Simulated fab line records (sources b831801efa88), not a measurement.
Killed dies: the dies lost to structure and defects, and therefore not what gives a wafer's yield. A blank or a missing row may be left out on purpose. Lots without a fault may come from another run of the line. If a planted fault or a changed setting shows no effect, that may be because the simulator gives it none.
What tool caused it? / flow gf180mcu / Sampling: 11 lots, 33 wafers, 7 of 602 route steps

WHAT EACH GAUGE READ, for each wafer
GF_DUAL_GATE_OVL_MEAS_11. Usual: DUAL_GATE_OVL gives 0.7 nm (standard deviation 1.6).
lot=L607; measured=day 8 05:32; on=overlay-02; DUAL_GATE_OVL (nm)=0.9 0.2 0.8; flag=
lot=L608; measured=day 8 14:46; on=overlay-01; DUAL_GATE_OVL (nm)=-1.7 -1.6 -0.9; flag=
lot=L609; measured=day 8 18:08; on=overlay-01; DUAL_GATE_OVL (nm)=-1.8 -1.1 -0.7; flag=
lot=L612; measured=day 9 23:49; on=overlay-02; DUAL_GATE_OVL (nm)=0.0 1.3 2.7; flag=
lot=L614; measured=day 10 15:55; on=overlay-01; DUAL_GATE_OVL (nm)=-1.4 2.9 1.7; flag=
lot=L613; measured=day 10 18:27; on=overlay-02; DUAL_GATE_OVL (nm)=2.6 2.2 3.0; flag=
lot=L615; measured=day 11 05:00; on=overlay-01; DUAL_GATE_OVL (nm)=2.4 2.7 3.4; flag=
lot=L616; measured=day 11 10:17; on=overlay-02; DUAL_GATE_OVL (nm)=2.4 1.5 1.3; flag=
lot=L618; measured=day 11 16:58; on=overlay-01; DUAL_GATE_OVL (nm)=1.8 0.3 1.3; flag=
lot=L625; measured=day 13 14:37; on=overlay-02; DUAL_GATE_OVL (nm)=1.9 2.1 1.1; flag=
lot=L627; measured=day 14 02:49; on=overlay-02; DUAL_GATE_OVL (nm)=0.8 0.9 1.4; flag=

GF_HV_LDD_TW_MEAS_38. Usual: HV_LDD_3_TW gives 1444 (standard deviation 11).
lot=L607; measured=day 11 10:56; on=filmMetro-02; HV_LDD_3_TW=1443 1451 1444; flag=
lot=L608; measured=day 11 22:23; on=filmMetro-02; HV_LDD_3_TW=1444 1448 1444; flag=
lot=L609; measured=day 12 01:46; on=filmMetro-02; HV_LDD_3_TW=1435 1443 1442; flag=
lot=L612; measured=day 13 12:01; on=filmMetro-02; HV_LDD_3_TW=1448 1448 1445; flag=
lot=L614; measured=day 14 03:39; on=filmMetro-03; HV_LDD_3_TW=1438 1440 1442; flag=
lot=L613; measured=day 14 13:43; on=filmMetro-04; HV_LDD_3_TW=1449 1438 1457; flag=
lot=L615; measured=day 14 23:25; on=filmMetro-02; HV_LDD_3_TW=1445 1442 1441; flag=
lot=L616; measured=day 15 06:31; on=filmMetro-04; HV_LDD_3_TW=1451 1446 1443; flag=
lot=L618; measured=day 15 13:16; on=filmMetro-03; HV_LDD_3_TW=1427 1428 1432; flag=
lot=L625; measured=day 17 11:40; on=filmMetro-04; HV_LDD_3_TW=1461 1460 1454; flag=
lot=L627; measured=day 18 02:28; on=filmMetro-04; HV_LDD_3_TW=1463 1457 1454; flag=

GF_PSD_TW_MEAS_11. Usual: PSD_TW gives 3209 (standard deviation 21).
lot=L607; measured=day 14 00:38; on=filmMetro-02; PSD_TW=3190 3177 3204; flag=
lot=L608; measured=day 14 15:11; on=filmMetro-01; PSD_TW=3205 3241 3213; flag=
lot=L609; measured=day 14 17:37; on=filmMetro-04; PSD_TW=3212 3215 3212; flag=
lot=L612; measured=day 16 08:16; on=filmMetro-01; PSD_TW=3233 3227 3222; flag=
lot=L614; measured=day 17 02:19; on=filmMetro-02; PSD_TW=3180 3169 3172; flag=
lot=L613; measured=day 17 11:43; on=filmMetro-02; PSD_TW=3172 3173 3171; flag=
lot=L615; measured=day 17 20:52; on=filmMetro-01; PSD_TW=3224 3211 3216; flag=
lot=L616; measured=day 18 06:49; on=filmMetro-01; PSD_TW=3226 3219 3238; flag=
lot=L618; measured=day 18 21:43; on=filmMetro-02; PSD_TW=3201 3189 3202; flag=
lot=L625; measured=day 20 18:56; on=filmMetro-02; PSD_TW=3345 3358 3351; flag=OFF
lot=L627; measured=day 21 03:40; on=filmMetro-01; PSD_TW=3393 3388 3401; flag=OFF

GF_PSD_RS_MEAS_15: measurement is done with a four-point probe. Usual: PSD_RS gives 108.54 ohm/sq (standard deviation 0.28).
lot=L607; measured=day 14 00:58; on=filmMetro-01; PSD_RS (ohm/sq)=108.40 108.70 108.59; flag=
lot=L608; measured=day 14 15:31; on=filmMetro-02; PSD_RS (ohm/sq)=108.41 108.19 108.58; flag=
lot=L609; measured=day 14 17:56; on=filmMetro-01; PSD_RS (ohm/sq)=108.44 108.36 108.60; flag=
lot=L612; measured=day 16 08:34; on=filmMetro-01; PSD_RS (ohm/sq)=108.54 108.65 108.61; flag=
lot=L614; measured=day 17 02:43; on=filmMetro-04; PSD_RS (ohm/sq)=108.58 108.89 108.40; flag=
lot=L613; measured=day 17 12:02; on=filmMetro-04; PSD_RS (ohm/sq)=109.23 108.72 108.77; flag=
lot=L615; measured=day 17 21:11; on=filmMetro-04; PSD_RS (ohm/sq)=108.27 108.34 108.50; flag=
lot=L616; measured=day 18 07:08; on=filmMetro-04; PSD_RS (ohm/sq)=108.52 108.18 108.61; flag=
lot=L618; measured=day 18 22:02; on=filmMetro-04; PSD_RS (ohm/sq)=108.41 108.65 108.61; flag=
lot=L625; measured=day 20 19:16; on=filmMetro-04; PSD_RS (ohm/sq)=100.03 99.97 99.95; flag=OFF
lot=L627; measured=day 21 03:59; on=filmMetro-02; PSD_RS (ohm/sq)=100.00 99.97 99.47; flag=OFF

WHAT TOOL EACH LOT RAN ON (gives the tool, then ch and the chambers of the sampled wafers, and finally the start)
lot=L607; GF_DUAL_GATE_STRIP_13=plasmaAsher-04 ch 0,1, day 8 05:40; GF_PSD_IMPLANT_09=implanter-02 ch 0, day 14 00:25; GF_PSD_STRIP_10=plasmaAsher-02 ch 0,1, day 14 00:32
lot=L608; GF_DUAL_GATE_STRIP_13=plasmaAsher-04 ch 0,1, day 8 14:55; GF_PSD_IMPLANT_09=implanter-04 ch 0, day 14 14:58; GF_PSD_STRIP_10=plasmaAsher-01 ch 0,1, day 14 15:05
lot=L609; GF_DUAL_GATE_STRIP_13=plasmaAsher-04 ch 0,1, day 8 18:16; GF_PSD_IMPLANT_09=implanter-01 ch 0, day 14 17:22; GF_PSD_STRIP_10=plasmaAsher-04 ch 0,1, day 14 17:31
lot=L612; GF_DUAL_GATE_STRIP_13=plasmaAsher-02 ch 0,1, day 9 23:56; GF_PSD_IMPLANT_09=implanter-04 ch 0, day 16 08:01; GF_PSD_STRIP_10=plasmaAsher-01 ch 0,1, day 16 08:10
lot=L614; GF_DUAL_GATE_STRIP_13=plasmaAsher-04 ch 1, day 10 16:02; GF_PSD_IMPLANT_09=implanter-04 ch 0, day 17 02:04; GF_PSD_STRIP_10=plasmaAsher-04 ch 1, day 17 02:13
lot=L613; GF_DUAL_GATE_STRIP_13=plasmaAsher-01 ch 0,1, day 10 18:34; GF_PSD_IMPLANT_09=implanter-01 ch 0, day 17 11:29; GF_PSD_STRIP_10=plasmaAsher-04 ch 0,1, day 17 11:37
lot=L615; GF_DUAL_GATE_STRIP_13=plasmaAsher-01 ch 0,1, day 11 05:07; GF_PSD_IMPLANT_09=implanter-01 ch 0, day 17 20:38; GF_PSD_STRIP_10=plasmaAsher-04 ch 0,1, day 17 20:46
lot=L616; GF_DUAL_GATE_STRIP_13=plasmaAsher-01 ch 0,1, day 11 10:25; GF_PSD_IMPLANT_09=implanter-04 ch 0, day 18 06:34; GF_PSD_STRIP_10=plasmaAsher-02 ch 0,1, day 18 06:43
lot=L618; GF_DUAL_GATE_STRIP_13=plasmaAsher-04 ch 0,1, day 11 17:05; GF_PSD_IMPLANT_09=implanter-01 ch 0, day 18 21:29; GF_PSD_STRIP_10=plasmaAsher-01 ch 0,1, day 18 21:37
lot=L625; GF_DUAL_GATE_STRIP_13=plasmaAsher-02 ch 0,1, day 13 14:44; GF_PSD_IMPLANT_09=implanter-01 ch 0, day 20 18:41; GF_PSD_STRIP_10=plasmaAsher-01 ch 0,1, day 20 18:50
lot=L627; GF_DUAL_GATE_STRIP_13=plasmaAsher-02 ch 0,1, day 14 02:57; GF_PSD_IMPLANT_09=implanter-01 ch 0, day 21 03:25; GF_PSD_STRIP_10=plasmaAsher-04 ch 1, day 21 03:34
- GF_DUAL_GATE_STRIP_13: strips in O2/N2.
- GF_PSD_IMPLANT_09
- GF_PSD_STRIP_10: strips in O2/N2.

AS READ BY THE TOOLS THEMSELVES (means over the sampled wafers that have a number; for cases with no such wafer, the mark the record gives instead)
GF_DUAL_GATE_STRIP_13. Usual: drypumpMotorCurrentA 5.4 A, standard deviation 0.57; heaterPowerW 301 W, standard deviation 19; oesProductAu 0.716 a.u., standard deviation 0.0048; stripTimeToEndpointS 12.66 s, standard deviation 0.038.
lot=L607; tool=plasmaAsher-04; drypumpMotorCurrentA (A)=5.2; heaterPowerW (W)=303; oesProductAu (a.u.)=0.719; stripTimeToEndpointS (s)=12.65; flag=
lot=L608; tool=plasmaAsher-04; drypumpMotorCurrentA (A)=5.6; heaterPowerW (W)=305; oesProductAu (a.u.)=0.710; stripTimeToEndpointS (s)=12.69; flag=
lot=L609; tool=plasmaAsher-04; drypumpMotorCurrentA (A)=5.6; heaterPowerW (W)=303; oesProductAu (a.u.)=0.717; stripTimeToEndpointS (s)=12.61; flag=
lot=L612; tool=plasmaAsher-02; drypumpMotorCurrentA (A)=6.0; heaterPowerW (W)=294; oesProductAu (a.u.)=0.715; stripTimeToEndpointS (s)=12.67; flag=
lot=L614; tool=plasmaAsher-04; drypumpMotorCurrentA (A)=4.8; heaterPowerW (W)=303; oesProductAu (a.u.)=0.719; stripTimeToEndpointS (s)=12.62; flag=
lot=L613; tool=plasmaAsher-01; drypumpMotorCurrentA (A)=5.1; heaterPowerW (W)=304; oesProductAu (a.u.)=0.718; stripTimeToEndpointS (s)=12.66; flag=
lot=L615; tool=plasmaAsher-01; drypumpMotorCurrentA (A)=5.1; heaterPowerW (W)=308; oesProductAu (a.u.)=0.718; stripTimeToEndpointS (s)=12.62; flag=
lot=L616; tool=plasmaAsher-01; drypumpMotorCurrentA (A)=5.1; heaterPowerW (W)=301; oesProductAu (a.u.)=0.714; stripTimeToEndpointS (s)=12.62; flag=
lot=L618; tool=plasmaAsher-04; drypumpMotorCurrentA (A)=5.2; heaterPowerW (W)=296; oesProductAu (a.u.)=0.720; stripTimeToEndpointS (s)=12.61; flag=
lot=L625; tool=plasmaAsher-02; drypumpMotorCurrentA (A)=5.9; heaterPowerW (W)=298; oesProductAu (a.u.)=0.716; stripTimeToEndpointS (s)=12.71; flag=
lot=L627; tool=plasmaAsher-02; drypumpMotorCurrentA (A)=5.9; heaterPowerW (W)=291; oesProductAu (a.u.)=0.717; stripTimeToEndpointS (s)=12.74; flag=

GF_PSD_IMPLANT_09. Usual: 40.000 for beamEnergyKeV, sd 0.013.
lot=L607 tool=implanter-02 beamEnergyKeV=39.986 flag=
lot=L608 tool=implanter-04 beamEnergyKeV=39.986 flag=
lot=L609 tool=implanter-01 beamEnergyKeV=39.984 flag=
lot=L612 tool=implanter-04 beamEnergyKeV=40.003 flag=
lot=L614 tool=implanter-04 beamEnergyKeV=39.992 flag=
lot=L613 tool=implanter-01 beamEnergyKeV=40.001 flag=
lot=L615 tool=implanter-01 beamEnergyKeV=40.002 flag=
lot=L616 tool=implanter-04 beamEnergyKeV=40.013 flag=
lot=L618 tool=implanter-01 beamEnergyKeV=40.007 flag=
lot=L625 tool=implanter-01 beamEnergyKeV=49.080 flag=OFF
lot=L627 tool=implanter-01 beamEnergyKeV=49.097 flag=OFF

GF_PSD_STRIP_10. Usual: drypumpMotorCurrentA 5.5 A, standard deviation 0.55; heaterPowerW 299 W, standard deviation 19; oesProductAu 0.592 a.u., standard deviation 0.0045; stripTimeToEndpointS 16.54 s, standard deviation 0.038.
lot=L607; tool=plasmaAsher-02; drypumpMotorCurrentA (A)=5.9; heaterPowerW (W)=298; oesProductAu (a.u.)=0.591; stripTimeToEndpointS (s)=16.58; flag=
lot=L608; tool=plasmaAsher-01; drypumpMotorCurrentA (A)=5.4; heaterPowerW (W)=283; oesProductAu (a.u.)=0.589; stripTimeToEndpointS (s)=16.54; flag=
lot=L609; tool=plasmaAsher-04; drypumpMotorCurrentA (A)=5.1; heaterPowerW (W)=302; oesProductAu (a.u.)=0.592; stripTimeToEndpointS (s)=16.56; flag=
lot=L612; tool=plasmaAsher-01; drypumpMotorCurrentA (A)=5.1; heaterPowerW (W)=306; oesProductAu (a.u.)=0.591; stripTimeToEndpointS (s)=16.55; flag=
lot=L614; tool=plasmaAsher-04; drypumpMotorCurrentA (A)=4.8; heaterPowerW (W)=300; oesProductAu (a.u.)=0.591; stripTimeToEndpointS (s)=16.54; flag=
lot=L613; tool=plasmaAsher-04; drypumpMotorCurrentA (A)=5.6; heaterPowerW (W)=311; oesProductAu (a.u.)=0.592; stripTimeToEndpointS (s)=16.56; flag=
lot=L615; tool=plasmaAsher-04; drypumpMotorCurrentA (A)=5.7; heaterPowerW (W)=308; oesProductAu (a.u.)=0.590; stripTimeToEndpointS (s)=16.62; flag=
lot=L616; tool=plasmaAsher-02; drypumpMotorCurrentA (A)=6.0; heaterPowerW (W)=294; oesProductAu (a.u.)=0.592; stripTimeToEndpointS (s)=16.53; flag=
lot=L618; tool=plasmaAsher-01; drypumpMotorCurrentA (A)=5.4; heaterPowerW (W)=284; oesProductAu (a.u.)=0.591; stripTimeToEndpointS (s)=16.53; flag=
lot=L625; tool=plasmaAsher-01; drypumpMotorCurrentA (A)=5.1; heaterPowerW (W)=302; oesProductAu (a.u.)=0.578; stripTimeToEndpointS (s)=17.45; flag=OFF
lot=L627; tool=plasmaAsher-04; drypumpMotorCurrentA (A)=4.8; heaterPowerW (W)=304; oesProductAu (a.u.)=0.575; stripTimeToEndpointS (s)=17.40; flag=OFF

THE ANSWER, worked out from the rows above alone
Rule: take the mean of a lot's wafers that have a number; if it is more than 3 standard deviations from the usual mean, the lot is off. Also off: a lot with no number at a reading for which 4 or more lots have one. All remaining lots with rows at the step are treated as sound. The gauges are gone through in route order, then the tools' own readings, and for those a lot's mean is taken as printed above. The first step at which some lot is off is used, and at that step the reading that is off furthest; a lot without a number counts as furthest.
Off: L625, L627, at GF_PSD_TW_MEAS_11 (PSD_TW).
A tool fits if, at a process step before that reading, it ran every lot that is off, and no sound lot after the first of them. The gauges at GF_PSD_TW_MEAS_11 aren't tried: what is off there is off at GF_PSD_IMPLANT_09 too, on other tools, and a gauge's error can't cause that. This does not decide it: 2 tools fit, namely plasmaAsher-02 at GF_DUAL_GATE_STRIP_13 and implanter-01 at GF_PSD_IMPLANT_09.

WHAT THE SIMULATOR HAD PUT IN
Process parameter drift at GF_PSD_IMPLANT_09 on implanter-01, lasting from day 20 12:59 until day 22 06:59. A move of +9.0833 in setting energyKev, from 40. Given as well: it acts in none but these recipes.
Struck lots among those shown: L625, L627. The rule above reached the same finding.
